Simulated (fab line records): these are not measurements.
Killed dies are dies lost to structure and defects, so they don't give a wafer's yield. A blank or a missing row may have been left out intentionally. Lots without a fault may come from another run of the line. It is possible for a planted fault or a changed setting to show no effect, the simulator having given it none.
fab line records + flow sky130
record:
- lots: 14
- wafers: 42
- last-day: 50
route steps=708 shown VT_ADJUST_LVTN@117 SONOS_TUNNEL@166 RES_PROTECT@215 POLY_GATE@230
lots with no fault: from the same line, run without faults
start-h: the number of hours between the record's first day and the start of the first shown wafer of the lot + wait-h: hours since the lot's step before + " repeats the value in the row above + L1.1+2: a single row standing in for several wafers + - no value, or no start given + * or withheld: withheld + < > ~ a bound
route shown NAME@n: NAME is a module with steps in the file, n the number in the route of the first one + usual: mean/standard deviation taken from wafers without a fault + same: alike in all rows + chamber/n: place in a boat + sites: per-site readings + _std_site: the values' standard deviation + _edge_site: inner sites' mean taken away from outer sites' mean + radius-mm: how far each site lies from the wafer's centre + mask NAME#n: copy n + behind: the tool/chamber that last shaped the wafer + hold: the reason the lot was held/the length of the hold in hours/how it ended + device: names the non-switching transistor (n, p or np) + end of line: tests of these same wafers at the route's end + for a step that has no rows: nothing shown but its recipe + killed: at the first sort, the dies lost to defects and structure; wafer yield is something else + map: a wafer's dies, marking killed ones x, the rest . and places with no die _
set.NAME: the setting the step ran with; set.NAME@STEP: the setting that earlier step ran with + model.NAME: the simulator's own value behind a step, which no gauge read
steps of the route over a sample of lots; a table a step, a row a wafer
services: the hour from which a tool's chamber was out of use, counted from the record's first day as start-h (under 0 if before that day), plus the number of hours and why
== steps ==
step: SKY_VT_ADJUST_LVTN_STRIP_20
recipe:
- chemistry: O2/N2
- power-w: 1400
- pressure-mtorr: 1500
- platen-temp-c: withheld
- o2-flow-sccm: 3000
- n2-flow-sccm: 300
- overash-fraction: 0.5
usual:
- drypump-motor-current-A: 5.5/0.51
- oes-product-au: 0.716/0.004
- strip-time-to-endpoint-s: 14.18/0.04
| lot.wafer | tool            | chamber | start-h | wait-h | drypump-motor-current-A | oes-product-au | rf-hours-counter-h | strip-time-to-endpoint-s |
|-----------|-----------------|---------|---------|--------|-------------------------|----------------|--------------------|--------------------------|
| L616.1    | plasma-asher-01 | 1       | 179.64  | 0.1    | 5.4                     | 0.708          | 48                 | 14.13                    |
| L616.5    | "               | 1       | "       | "      | 5.5                     | 0.708          | -                  | 14.14                    |
| L616.6    | "               | 0       | "       | "      | 5.3                     | 0.713          | -                  | 14.12                    |
| L617.4    | plasma-asher-02 | 1       | 192.68  | 0.1    | 4.8                     | 0.716          | -                  | 14.17                    |
| L617.5    | "               | 0       | "       | "      | 6.0                     | 0.717          | -                  | 14.15                    |
| L617.6    | "               | 1       | "       | "      | 4.8                     | 0.711          | -                  | 14.15                    |
| L620.1    | plasma-asher-01 | 1       | 228.34  | 0.1    | 5.5                     | 0.717          | 53                 | 14.24                    |
| L620.4    | "               | 0       | "       | "      | 5.3                     | 0.719          | -                  | 14.28                    |
| L620.6    | "               | 1       | "       | "      | 5.5                     | 0.715          | -                  | 14.19                    |
| L622.2    | plasma-asher-03 | 1       | 228.64  | 0.1    | 6.2                     | 0.712          | 56                 | 14.22                    |
| L622.5    | "               | 0       | "       | "      | 5.8                     | 0.711          | -                  | 14.20                    |
| L622.6    | "               | 1       | "       | "      | 6.2                     | 0.724          | -                  | 14.22                    |
| L623.1    | plasma-asher-02 | 0       | 231.64  | 0.1    | 6.1                     | 0.716          | 42                 | 14.13                    |
| L623.2    | "               | 1       | "       | "      | 4.8                     | 0.712          | 42                 | 14.09                    |
| L623.5    | "               | 1       | "       | "      | 4.8                     | 0.719          | -                  | 14.17                    |
| L626.1    | plasma-asher-02 | 1       | 252.39  | 0.1    | 4.8                     | 0.718          | 45                 | 14.16                    |
| L626.2    | "               | 0       | "       | "      | 6.1                     | 0.713          | 45                 | 14.23                    |
| L626.3    | "               | 0       | "       | "      | 6.1                     | 0.714          | -                  | 14.22                    |
| L627.2    | plasma-asher-01 | 0       | 252.98  | 0.1    | 5.3                     | 0.719          | 56                 | 14.19                    |
| L627.3    | "               | 0       | "       | "      | 5.3                     | 0.719          | -                  | 14.16                    |
| L627.5    | "               | 0       | "       | "      | 5.2                     | 0.714          | -                  | 14.17                    |
| L630.1    | plasma-asher-02 | 0       | 280.30  | 0.1    | 6.1                     | 0.714          | 47                 | 14.19                    |
| L630.2    | "               | 1       | "       | "      | 4.8                     | 0.713          | 47                 | 14.15                    |
| L630.3    | "               | 1       | "       | "      | 4.8                     | 0.717          | -                  | 14.18                    |
| L628.2    | plasma-asher-01 | 0       | 281.49  | 0.1    | 5.2                     | 0.714          | 58                 | 14.17                    |
| L628.3    | "               | 0       | "       | "      | 5.3                     | 0.720          | -                  | 14.21                    |
| L628.6    | "               | 0       | "       | "      | 5.2                     | 0.713          | -                  | 14.20                    |
| L633.2    | plasma-asher-03 | 0       | 304.39  | 0.1    | 5.8                     | 0.715          | 61                 | 14.21                    |
| L633.4    | "               | 1       | "       | "      | 6.2                     | 0.718          | -                  | 14.22                    |
| L633.6    | "               | 1       | "       | "      | 6.2                     | 0.720          | -                  | 14.18                    |
| L634.1    | plasma-asher-02 | 1       | 304.97  | 0.1    | 4.8                     | 0.709          | 50                 | 14.22                    |
| L634.3    | "               | 0       | "       | "      | 6.1                     | 0.712          | -                  | 14.21                    |
| L634.5    | "               | 1       | "       | "      | 4.8                     | 0.721          | -                  | 14.19                    |
| L635.3    | plasma-asher-02 | 0       | 311.56  | 0.1    | 6.1                     | 0.717          | -                  | 14.15                    |
| L635.4    | "               | 1       | "       | "      | 4.8                     | 0.719          | -                  | 14.15                    |
| L635.5    | "               | 1       | "       | "      | 4.8                     | 0.716          | -                  | 14.18                    |
| L636.2    | plasma-asher-02 | 1       | 313.94  | 0.1    | 4.8                     | 0.718          | 52                 | 14.16                    |
| L636.4    | "               | 0       | "       | "      | 6.1                     | 0.712          | -                  | 14.17                    |
| L636.5    | "               | 1       | "       | "      | 4.8                     | 0.713          | -                  | 14.15                    |
| L637.1    | plasma-asher-02 | 0       | 321.38  | 0.1    | 6.1                     | 0.722          | 52                 | 14.23                    |
| L637.3    | "               | 0       | "       | "      | 6.1                     | 0.716          | -                  | 14.23                    |
| L637.6    | "               | 1       | "       | "      | 4.8                     | 0.718          | -                  | 14.21                    |
step: SKY_SONOS_TUNNEL_TW_MEAS_12
usual:
- SONOS_TUNNEL_TW: 197.0/0.9
| lot.wafer | tool          | chamber | start-h | wait-h | SONOS_TUNNEL_TW |
|-----------|---------------|---------|---------|--------|-----------------|
| L616.1    | film-metro-04 | -       | 269.57  | 0.0    | 197.5           |
| L616.5    | "             | -       | "       | "      | 197.8           |
| L616.6    | "             | -       | "       | "      | 197.6           |
| L617.4    | film-metro-02 | -       | 283.14  | 0.0    | 196.6           |
| L617.5    | "             | -       | "       | "      | 197.1           |
| L617.6    | "             | -       | "       | "      | 196.9           |
| L620.1    | film-metro-01 | -       | 325.04  | 0.0    | 195.5           |
| L620.4    | "             | -       | "       | "      | 196.7           |
| L620.6    | "             | -       | "       | "      | 197.0           |
| L622.2    | film-metro-02 | -       | 328.23  | 0.0    | 196.7           |
| L622.5    | "             | -       | "       | "      | 196.6           |
| L622.6    | "             | -       | "       | "      | 196.5           |
| L623.1    | film-metro-01 | -       | 330.32  | 0.0    | 195.9           |
| L623.2    | "             | -       | "       | "      | 196.7           |
| L623.5    | "             | -       | "       | "      | 196.7           |
| L626.1    | film-metro-02 | -       | 355.41  | 0.0    | 196.4           |
| L626.2    | "             | -       | "       | "      | 196.1           |
| L626.3    | "             | -       | "       | "      | 198.0           |
| L627.2    | film-metro-01 | -       | 355.98  | 0.0    | 196.7           |
| L627.3    | "             | -       | "       | "      | 197.2           |
| L627.5    | "             | -       | "       | "      | 196.2           |
| L630.1    | film-metro-04 | -       | 388.04  | 0.0    | 197.9           |
| L630.2    | "             | -       | "       | "      | 197.1           |
| L630.3    | "             | -       | "       | "      | 198.8           |
| L628.2    | film-metro-02 | -       | 389.03  | 0.0    | 195.8           |
| L628.3    | "             | -       | "       | "      | 195.6           |
| L628.6    | "             | -       | "       | "      | 197.0           |
| L633.2    | film-metro-02 | -       | 414.86  | 0.0    | 197.3           |
| L633.4    | "             | -       | "       | "      | 197.4           |
| L633.6    | "             | -       | "       | "      | 198.3           |
| L634.1    | film-metro-04 | -       | 415.77  | 0.0    | 197.9           |
| L634.3    | "             | -       | "       | "      | 196.7           |
| L634.5    | "             | -       | "       | "      | 196.8           |
| L635.3    | film-metro-01 | -       | 423.18  | 0.0    | 196.8           |
| L635.4    | "             | -       | "       | "      | 196.4           |
| L635.5    | "             | -       | "       | "      | 197.0           |
| L636.2    | film-metro-01 | -       | 426.77  | 0.0    | 196.6           |
| L636.4    | "             | -       | "       | "      | 198.4           |
| L636.5    | "             | -       | "       | "      | 197.5           |
| L637.1    | film-metro-04 | -       | 432.95  | 0.0    | 197.9           |
| L637.3    | "             | -       | "       | "      | 198.5           |
| L637.6    | "             | -       | "       | "      | 197.9           |
step: SKY_RES_PROTECT_TW_MEAS_08
usual:
- POLY_GATE_TW: 4034/21
| lot.wafer | tool          | chamber | start-h | wait-h | POLY_GATE_TW |
|-----------|---------------|---------|---------|--------|--------------|
| L616.1    | film-metro-01 | -       | 360.54  | 0.1    | 4032         |
| L616.5    | "             | -       | "       | "      | 4050         |
| L616.6    | "             | -       | "       | "      | 4043         |
| L617.4    | film-metro-02 | -       | 375.37  | 0.1    | 4034         |
| L617.5    | "             | -       | "       | "      | 4034         |
| L617.6    | "             | -       | "       | "      | 4027         |
| L620.1    | film-metro-02 | -       | 424.61  | 0.1    | 4048         |
| L620.4    | "             | -       | "       | "      | 4060         |
| L620.6    | "             | -       | "       | "      | 4067         |
| L622.2    | film-metro-04 | -       | 427.50  | 0.1    | 4034         |
| L622.5    | "             | -       | "       | "      | 4044         |
| L622.6    | "             | -       | "       | "      | 4034         |
| L623.1    | film-metro-04 | -       | 429.66  | 0.1    | 4032         |
| L623.2    | "             | -       | "       | "      | 4010         |
| L623.5    | "             | -       | "       | "      | 4037         |
| L627.2    | film-metro-01 | -       | 466.90  | 0.1    | 4019         |
| L627.3    | "             | -       | "       | "      | 4020         |
| L627.5    | "             | -       | "       | "      | 4033         |
| L626.1    | film-metro-04 | -       | 467.09  | 0.1    | 4032         |
| L626.2    | "             | -       | "       | "      | 4022         |
| L626.3    | "             | -       | "       | "      | 4018         |
| L630.1    | film-metro-02 | -       | 492.19  | 0.1    | 4032         |
| L630.2    | "             | -       | "       | "      | 4039         |
| L630.3    | "             | -       | "       | "      | 4052         |
| L628.2    | film-metro-04 | -       | 493.65  | 0.1    | 4049         |
| L628.3    | "             | -       | "       | "      | 4018         |
| L628.6    | "             | -       | "       | "      | 4048         |
| L633.2    | film-metro-01 | -       | 516.85  | 0.1    | 3992         |
| L633.4    | "             | -       | "       | "      | 3980         |
| L633.6    | "             | -       | "       | "      | 3979         |
| L634.1    | film-metro-01 | -       | 518.64  | 0.1    | 4009         |
| L634.3    | "             | -       | "       | "      | 3998         |
| L634.5    | "             | -       | "       | "      | 4006         |
| L636.2    | film-metro-02 | -       | 533.90  | 0.1    | 4025         |
| L636.4    | "             | -       | "       | "      | 4039         |
| L636.5    | "             | -       | "       | "      | 4047         |
| L635.3    | film-metro-04 | -       | 534.21  | 0.1    | 4049         |
| L635.4    | "             | -       | "       | "      | 4064         |
| L635.5    | "             | -       | "       | "      | 4060         |
| L637.1    | film-metro-01 | -       | 536.19  | 0.1    | 4011         |
| L637.3    | "             | -       | "       | "      | 4011         |
| L637.6    | "             | -       | "       | "      | 4008         |
step: SKY_POLY_GATE_ETCH_16
recipe:
- stop-on: poly-Si
- chemistry: CH3F/O2
- target: Si3N4
- source-w: 400
- bias-w: 80
- pressure-mtorr: 25
- ch3f-flow-sccm: 40
- O2_flow_sccm: 30
- time-s: 147.5
- target-depth-a: 750
usual:
- O2_flow_sccm: 30.02/0.078
- bias-w: 80.01/0.24
- drypump-motor-current-A: 5.6/0.38
- oes-product-au: 0.639/0.0049
- throttle-valve-pct: 10.536/0.009
| lot.wafer | tool        | chamber | start-h | wait-h | O2_flow_sccm | bias-w | drypump-motor-current-A | oes-product-au | rf-hours-counter-h | throttle-valve-pct |
|-----------|-------------|---------|---------|--------|--------------|--------|-------------------------|----------------|--------------------|--------------------|
| L616.1    | rie-diel-01 | 1       | 390.25  | 0.0    | 29.94        | 80.54  | 5.3                     | 0.638          | 45                 | 10.541             |
| L616.5    | "           | 0       | "       | "      | 29.89        | 80.44  | 5.9                     | 0.648          | -                  | 10.533             |
| L616.6    | "           | 1       | "       | "      | 30.01        | 80.09  | 5.3                     | 0.640          | -                  | 10.534             |
| L617.4    | rie-diel-03 | 2       | 407.08  | 0.0    | 29.87        | 80.01  | 6.0                     | 0.643          | 6                  | 10.542             |
| L617.5    | "           | 3       | "       | "      | 29.95        | 80.06  | 6.2                     | 0.642          | -                  | 10.532             |
| L617.6    | "           | 2       | "       | "      | 30.05        | 79.76  | 6.0                     | 0.644          | -                  | 10.529             |
| L620.1    | rie-diel-04 | 0       | 456.98  | 0.0    | 30.11        | 80.62  | 5.8                     | 0.635          | 85                 | 10.527             |
| L620.4    | "           | 2       | "       | "      | 30.01        | 79.99  | 5.0                     | 0.634          | 8                  | 10.543             |
| L620.6    | "           | 1       | "       | "      | 30.00        | 79.98  | 5.8                     | 0.645          | -                  | 10.547             |
| L622.2    | rie-diel-01 | 0       | 460.57  | 0.0    | 30.11        | 80.21  | 5.9                     | 0.645          | 82                 | 10.532             |
| L622.5    | "           | 2       | "       | "      | 30.03        | 80.25  | 5.3                     | 0.646          | -                  | 10.527             |
| L622.6    | "           | 3       | "       | "      | 29.98        | 80.11  | 5.8                     | 0.641          | -                  | 10.528             |
| L623.1    | rie-diel-01 | 3       | 464.09  | 0.0    | 30.01        | 79.85  | 5.8                     | 0.636          | 8                  | 10.532             |
| L623.2    | "           | 1       | "       | "      | 29.96        | 80.05  | 5.3                     | 0.638          | 46                 | 10.546             |
| L623.5    | "           | 1       | "       | "      | 29.99        | 79.74  | 5.3                     | 0.636          | -                  | 10.540             |
| L627.2    | rie-diel-04 | 1       | 498.98  | 0.0    | 30.01        | 79.87  | 5.8                     | 0.636          | 2                  | 10.540             |
| L627.3    | "           | 2       | "       | "      | 30.21        | 79.80  | 5.0                     | 0.634          | 8                  | 10.529             |
| L627.5    | "           | 0       | "       | "      | 29.98        | 79.84  | 5.8                     | 0.642          | -                  | 10.537             |
| L626.1    | rie-diel-03 | 0       | 500.23  | 0.0    | -            | -      | -                       | -              | -                  | -                  |
| L626.2    | "           | 3       | "       | "      | -            | -      | -                       | -              | -                  | -                  |
| L626.3    | "           | 1       | "       | "      | -            | -      | -                       | -              | -                  | -                  |
| L630.1    | rie-diel-04 | 3       | 524.22  | 0.0    | -            | -      | -                       | -              | -                  | -                  |
| L630.2    | "           | 1       | "       | "      | -            | -      | -                       | -              | -                  | -                  |
| L630.3    | "           | 0       | "       | "      | -            | -      | -                       | -              | -                  | -                  |
| L628.2    | rie-diel-03 | 2       | 525.89  | 0.0    | 30.05        | 80.24  | 6.0                     | 0.630          | 8                  | 10.541             |
| L628.3    | "           | 0       | "       | "      | 30.04        | 79.67  | 5.2                     | 0.637          | 4                  | 10.537             |
| L628.6    | "           | 2       | "       | "      | 30.06        | 80.29  | 6.0                     | 0.633          | -                  | 10.520             |
| L633.2    | rie-diel-04 | 2       | 548.99  | 0.0    | 29.92        | 79.36  | 5.0                     | 0.627          | 10                 | 10.528             |
| L633.4    | "           | 2       | "       | "      | 30.05        | 79.71  | 5.0                     | 0.642          | -                  | 10.527             |
| L633.6    | "           | 3       | "       | "      | 29.97        | 79.96  | 5.5                     | 0.636          | -                  | 10.543             |
| L634.1    | rie-diel-01 | 3       | 551.32  | 0.0    | 30.11        | 79.65  | 5.7                     | 0.645          | 9                  | 10.537             |
| L634.3    | "           | 0       | "       | "      | 30.05        | 79.82  | 5.9                     | 0.637          | 83                 | 10.536             |
| L634.5    | "           | 0       | "       | "      | 29.87        | 80.11  | 5.9                     | 0.636          | -                  | 10.529             |
| L636.2    | rie-diel-03 | 0       | 565.32  | 0.0    | 29.95        | 80.17  | 5.2                     | 0.634          | 5                  | 10.560             |
| L636.4    | "           | 3       | "       | "      | 30.18        | 80.45  | 6.2                     | 0.644          | 19                 | 10.530             |
| L636.5    | "           | 1       | "       | "      | 30.10        | 80.26  | 5.1                     | 0.632          | -                  | 10.531             |
| L635.3    | rie-diel-04 | 3       | 567.04  | 0.0    | 30.00        | 79.80  | 5.5                     | 0.641          | 63                 | 10.536             |
| L635.4    | "           | 2       | "       | "      | 30.15        | 79.62  | 5.0                     | 0.637          | 10                 | 10.532             |
| L635.5    | "           | 2       | "       | "      | 30.06        | 80.04  | 5.0                     | 0.641          | -                  | 10.539             |
| L637.1    | rie-diel-01 | 1       | 568.17  | 0.0    | 30.01        | 80.38  | 5.3                     | 0.643          | 48                 | 10.534             |
| L637.3    | "           | 3       | "       | "      | 29.92        | 80.20  | 5.8                     | 0.632          | 10                 | 10.548             |
| L637.6    | "           | 3       | "       | "      | 30.08        | 80.13  | 5.8                     | 0.645          | -                  | 10.528             |
step: SKY_POLY_GATE_STRIP_18
recipe:
- chemistry: O2/N2
- power-w: 1400
- pressure-mtorr: 1500
- platen-temp-c: withheld
- o2-flow-sccm: 3000
- n2-flow-sccm: 306.7
- overash-fraction: 0.5
usual:
- drypump-motor-current-A: 5.7/0.31
- oes-product-au: 0.361/0.0052
- strip-time-to-endpoint-s: 3.15/0.036
| lot.wafer | tool            | chamber | start-h | wait-h | drypump-motor-current-A | oes-product-au | rf-hours-counter-h | strip-time-to-endpoint-s |
|-----------|-----------------|---------|---------|--------|-------------------------|----------------|--------------------|--------------------------|
| L616.1    | plasma-asher-03 | 0       | 390.40  | 0.0    | 5.8                     | 0.361          | 69                 | 3.20                     |
| L616.5    | "               | 1       | "       | "      | 6.2                     | 0.358          | -                  | 3.17                     |
| L616.6    | "               | 0       | "       | "      | 5.8                     | 0.359          | -                  | 3.15                     |
| L617.4    | plasma-asher-04 | 1       | 407.27  | 0.1    | 5.7                     | 0.352          | -                  | 3.12                     |
| L617.5    | "               | 1       | "       | "      | 5.7                     | 0.360          | -                  | 3.17                     |
| L617.6    | "               | 0       | "       | "      | 5.8                     | 0.357          | -                  | 3.17                     |
| L620.1    | plasma-asher-01 | 0       | 457.13  | 0.0    | 5.3                     | 0.368          | 77                 | 3.14                     |
| L620.4    | "               | 0       | "       | "      | 5.3                     | 0.359          | -                  | 3.10                     |
| L620.6    | "               | 1       | "       | "      | 5.5                     | 0.366          | -                  | 3.18                     |
| L622.2    | plasma-asher-04 | 0       | 460.73  | 0.0    | 5.8                     | 0.358          | 35                 | 3.14                     |
| L622.5    | "               | 1       | "       | "      | 5.7                     | 0.370          | -                  | 3.14                     |
| L622.6    | "               | 0       | "       | "      | 5.8                     | 0.364          | -                  | 3.21                     |
| L623.1    | plasma-asher-04 | 0       | 464.25  | 0.0    | 5.9                     | 0.352          | 35                 | 3.21                     |
| L623.2    | "               | 1       | "       | "      | 5.7                     | 0.357          | 35                 | 3.14                     |
| L623.5    | "               | 1       | "       | "      | 5.7                     | 0.365          | -                  | 3.15                     |
| L627.2    | plasma-asher-03 | 1       | 499.13  | 0.0    | 6.2                     | 0.361          | 6                  | 3.18                     |
| L627.3    | "               | 0       | "       | "      | 5.8                     | 0.366          | -                  | 3.11                     |
| L627.5    | "               | 1       | "       | "      | 6.2                     | 0.359          | -                  | 3.16                     |
| L626.1    | plasma-asher-01 | 0       | 500.38  | 0.0    | 5.3                     | 0.414          | 81                 | 4.33                     |
| L626.2    | "               | 1       | "       | "      | 5.4                     | 0.399          | 81                 | 4.32                     |
| L626.3    | "               | 0       | "       | "      | 5.3                     | 0.398          | -                  | 4.32                     |
| L630.1    | plasma-asher-03 | 0       | 524.38  | 0.0    | 5.8                     | 0.410          | 9                  | 4.33                     |
| L630.2    | "               | 1       | "       | "      | 6.2                     | 0.404          | 9                  | 4.37                     |
| L630.3    | "               | 0       | "       | "      | 5.8                     | 0.409          | -                  | 4.32                     |
| L628.2    | plasma-asher-04 | 0       | 526.05  | 0.0    | 5.9                     | 0.367          | 41                 | 3.15                     |
| L628.3    | "               | 0       | "       | "      | 5.8                     | 0.357          | -                  | 3.13                     |
| L628.6    | "               | 0       | "       | "      | 5.8                     | 0.358          | -                  | 3.11                     |
| L633.2    | plasma-asher-01 | 0       | 549.15  | 0.0    | 5.3                     | 0.364          | 86                 | 3.10                     |
| L633.4    | "               | 0       | "       | "      | 5.3                     | 0.359          | -                  | 3.11                     |
| L633.6    | "               | 0       | "       | "      | 5.3                     | 0.367          | -                  | 3.12                     |
| L634.1    | plasma-asher-03 | 0       | 551.48  | 0.0    | 5.8                     | 0.363          | 11                 | 3.24                     |
| L634.3    | "               | 0       | "       | "      | 5.8                     | 0.356          | -                  | 3.16                     |
| L634.5    | "               | 1       | "       | "      | 6.2                     | 0.360          | -                  | 3.15                     |
| L636.2    | plasma-asher-04 | 1       | 565.48  | 0.0    | 5.7                     | 0.362          | 45                 | 3.18                     |
| L636.4    | "               | 1       | "       | "      | 5.7                     | 0.362          | -                  | 3.13                     |
| L636.5    | "               | 1       | "       | "      | 5.7                     | 0.357          | -                  | 3.12                     |
| L635.3    | plasma-asher-01 | 0       | 567.23  | 0.1    | 5.2                     | 0.364          | -                  | 3.16                     |
| L635.4    | "               | 1       | "       | "      | 5.5                     | 0.358          | -                  | 3.17                     |
| L635.5    | "               | 1       | "       | "      | 5.4                     | 0.359          | -                  | 3.19                     |
| L637.1    | plasma-asher-01 | 0       | 568.33  | 0.0    | 5.2                     | 0.364          | 88                 | 3.15                     |
| L637.3    | "               | 1       | "       | "      | 5.5                     | 0.369          | -                  | 3.24                     |
| L637.6    | "               | 0       | "       | "      | 5.2                     | 0.362          | -                  | 3.22                     |
== services ==
| tool            | chamber | start-h | hours | kind   |
|-----------------|---------|---------|-------|--------|
| rie-diel-01     | 0       | 195.78  | 1.4   | repair |
| plasma-asher-03 | -       | 235.53  | 15.6  | pm     |
| rie-diel-01     | 0       | 244.38  | 12.0  | repair |
| rie-diel-01     | 3       | 252.42  | 86.8  | repair |
| plasma-asher-01 | -       | 258.44  | 1.0   | repair |
| rie-diel-01     | 0       | 272.14  | 11.5  | repair |
| rie-diel-04     | 0       | 282.53  | 14.3  | repair |
| plasma-asher-03 | -       | 288.07  | 14.6  | pm     |
| rie-diel-01     | 1       | 289.10  | 3.2   | repair |
| rie-diel-04     | 0       | 301.51  | 2.6   | repair |
| plasma-asher-03 | -       | 307.60  | 5.5   | repair |
| rie-diel-01     | 0       | 308.55  | 2.5   | repair |
| plasma-asher-03 | -       | 312.67  | 4.0   | repair |
| rie-diel-04     | -       | 319.45  | 0.5   | repair |
| rie-diel-01     | -       | 357.45  | 2.7   | repair |
| plasma-asher-02 | -       | 359.01  | 8.8   | repair |
| rie-diel-04     | 0       | 365.24  | 4.6   | repair |
| plasma-asher-02 | -       | 367.70  | 5.1   | repair |
| rie-diel-01     | 2       | 378.57  | 5.1   | repair |
| rie-diel-04     | 0       | 380.16  | 1.7   | repair |
| plasma-asher-03 | -       | 421.26  | 9.0   | pm     |
| plasma-asher-03 | -       | 458.41  | 2.8   | pm     |
| plasma-asher-02 | -       | 465.18  | 2.8   | pm     |
| plasma-asher-02 | -       | 487.95  | 0.7   | repair |
== key ==
first-sign:
- step: SKY_POLY_GATE_ETCH_16
- reading: tool-record
- direction: missing
effect:
- step: SKY_POLY_GATE_STRIP_18
- reading: strip-time-to-endpoint-s
- direction: up
- sigmas: 33
- usual: *
- struck: *
met-at SKY_POLY_GATE_ETCH_16
struck-lots L626,L630
later-rows-left-out L626.1,L626.2,L626.3,L630.1,L630.2,L630.3
sort-left-out L626.1,L626.2,L626.3,L630.1,L630.2,L630.3
tester-left-out L626,L630
not-acting-at SKY_VT_ADJUST_LVTN_STRIP_20,SKY_SONOS_TUNNEL_TW_MEAS_12,SKY_RES_PROTECT_TW_MEAS_08
onset-between 498.98 500.23
fault:
- kind: skipped-step-whole
- tool: rie-diel-03,rie-diel-04
- chamber: -
- onset-h: 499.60
- steps: SKY_POLY_GATE_ETCH_16
- scope: struck-lots-only
tester-left-out: of these lots the tester's yield and bins aren't shown, on N5 and GAA mostly nor the transistor test; their killed dies are dies lost to structure and defects alone, not to doping, threshold or leakage, so they don't give the yield
sort-left-out: the simulated sort isn't trusted on such a fault, so these wafers' sort isn't shown, and their yield isn't known
later-rows-left-out: the simulator's readings of these wafers behind a module that went badly wrong aren't trusted and aren't shown, but for the sort
